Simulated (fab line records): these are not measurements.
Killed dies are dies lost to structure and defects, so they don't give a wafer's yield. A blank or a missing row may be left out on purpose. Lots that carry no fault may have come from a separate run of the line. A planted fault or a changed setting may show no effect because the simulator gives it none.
A lot that was struck, set against a sound lot :: flow gf180mcu :: 23 steps out of a route of 602
Sound: wafers L260.1, L260.2, L260.5. The struck wafers were L276.2, L276.3, L276.5. At the end, the cause is stated.
Per side, at each step with rows, come the tool, then ch with its chambers, and then its first start. Under that, the readings that differ: sound wafers :: struck wafers :: difference of the means :: sigmas: that difference in standard deviations of wafers without a fault.
alike: readings with means less than 2 such deviations apart, plus words and numbers identical on both sides. not compared: withheld readings, readings lacking a value on some wafer, bounds such as >300 that could conceal the same value, and numbers that have no deviation in the record and whose values overlap.
Wherever a step has rows on one side only, a row that says differs or no value, or a row with sigmas, the two part there. When numbers do not overlap yet have no deviation, they are printed without sigmas and do not part them. A reading missing from all wafers of one side parts the sides only when that side holds two or more wafers.

first, 2 steps without rows for these wafers: GF_HV_LDD_PEB_29; GF_HV_LDD_DEVELOP_30 (develop time 60 s).
GF_HV_LDD_CD_MEAS_31: target cd 400 nm.
  sound on cd-sem-02, day 12 00:57; struck on cd-sem-02, day 17 06:46
  alike: cd-nm
GF_HV_LDD_OVL_MEAS_32:
  sound on overlay-02, day 12 01:04; struck on overlay-01, day 17 06:53
  alike: HV_LDD_02_OVL
then, 4 steps without rows for these wafers: GF_HV_LDD_IMPLANT_33; GF_HV_LDD_IMPLANT_34; GF_HV_LDD_IMPLANT_35; GF_HV_LDD_IMPLANT_36.
GF_HV_LDD_STRIP_37: strips in O2/N2.
  sound on plasma-asher-02 ch 0,1, day 12 01:43; struck on plasma-asher-04 ch 0,1, day 17 07:31
  alike: drypump-motor-current-A, heater-power-w, o2-flow-sccm, oes-product-au, strip-time-to-endpoint-s
  not compared: rf-hours-counter-h
GF_HV_LDD_TW_MEAS_38:
  sound on film-metro-02, day 12 01:49; struck on film-metro-04, day 17 07:37
  alike: HV_LDD_3_TW
then, 2 steps without rows for these wafers: GF_HV_LDD_DEHYDRATE_39 (time 60 s); GF_HV_LDD_HMDS_40 (prime time 60 s).
GF_HV_LDD_COAT_41: resist thk 1000 nm.
  sound on litho-track-03 ch 0, day 12 11:29; struck on litho-track-04 ch 0, day 17 19:44
reading: spin-speed-rpm (rpm)
sound: 3001.0 3002.0 3003.0
struck: 2120.6 2119.9 2123.4
difference: -880.7
sigmas: -99 or more

reading: model.NOVOLAK_of_HV_LDD_COAT_41.thk-nm (nm)
sound: 999.6 1001 997
struck: 1194 1193 1191
difference: +193
sigmas: 
  alike: resist-line-temp-C
then, 3 steps without rows for these wafers: GF_HV_LDD_SOFTBAKE_42 (time 60 s); GF_HV_LDD_EXPOSE_43 (exposes mask Pplus HV AREA, target cd 400 nm); GF_HV_LDD_PEB_44.
GF_HV_LDD_DEVELOP_45: develop time 60 s.
  sound on litho-track-04 ch 0, day 12 21:39; struck on litho-track-04 ch 0, day 18 06:50
reading: model.NOVOLAK_of_HV_LDD_COAT_41.thk-nm (nm)
sound: 999.2 1000 996.6
struck: 1193 1193 1190
difference: +193
sigmas: 
  alike: resist-line-temp-C
GF_HV_LDD_CD_MEAS_46: target cd 400 nm.
  sound on cd-sem-02, day 12 21:48; struck on cd-sem-02, day 18 06:58
reading: cd-nm (nm)
sound: 398.5 400.2 399.7
struck: 379.2 378.7 380.3
difference: -20.1
sigmas: -11
GF_HV_LDD_OVL_MEAS_47:
  sound on overlay-02, day 12 21:55; struck on overlay-02, day 18 07:05
  alike: HV_LDD_03_OVL
next, for these wafers, 1 step has no rows: GF_HV_LDD_IMPLANT_48.
GF_HV_LDD_STRIP_49: strips in O2/N2.
  sound on plasma-asher-03 ch 0,1, day 12 22:16; struck on plasma-asher-02 ch 0,1, day 18 07:16
reading: strip-time-to-endpoint-s (s)
sound: 12.63 12.62 12.59
struck: 14.78 14.77 14.72
difference: +2.14
sigmas: +69
  alike: drypump-motor-current-A, heater-power-w, o2-flow-sccm, oes-product-au
  not compared: rf-hours-counter-h
GF_HV_LDD_TW_MEAS_50:
  sound on film-metro-02, day 12 22:22; struck on film-metro-04, day 18 07:22
reading: HV_LDD_4_TW
sound: 560 560 560
struck: 572 575 575
difference: +14
sigmas: +4
-- the record jumps here: 16 days lie between the struck wafers' starts before and after (it left off in module HV_LDD and takes up again in module PASSIVATION, whose first step shown is number 602 of the route) --
GF_PASSIVATION_PROBE_99:
  only the struck wafers here have rows in the record (prober-01, day 34 02:45); the sound ones have none

## WHERE THEY PART
First at GF_HV_LDD_COAT_41; last, within this record, at GF_PASSIVATION_PROBE_99.

WHY: what had been put in by the simulator
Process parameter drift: litho-track-04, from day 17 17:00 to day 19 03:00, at GF_HV_LDD_COAT_41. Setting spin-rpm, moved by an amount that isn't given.
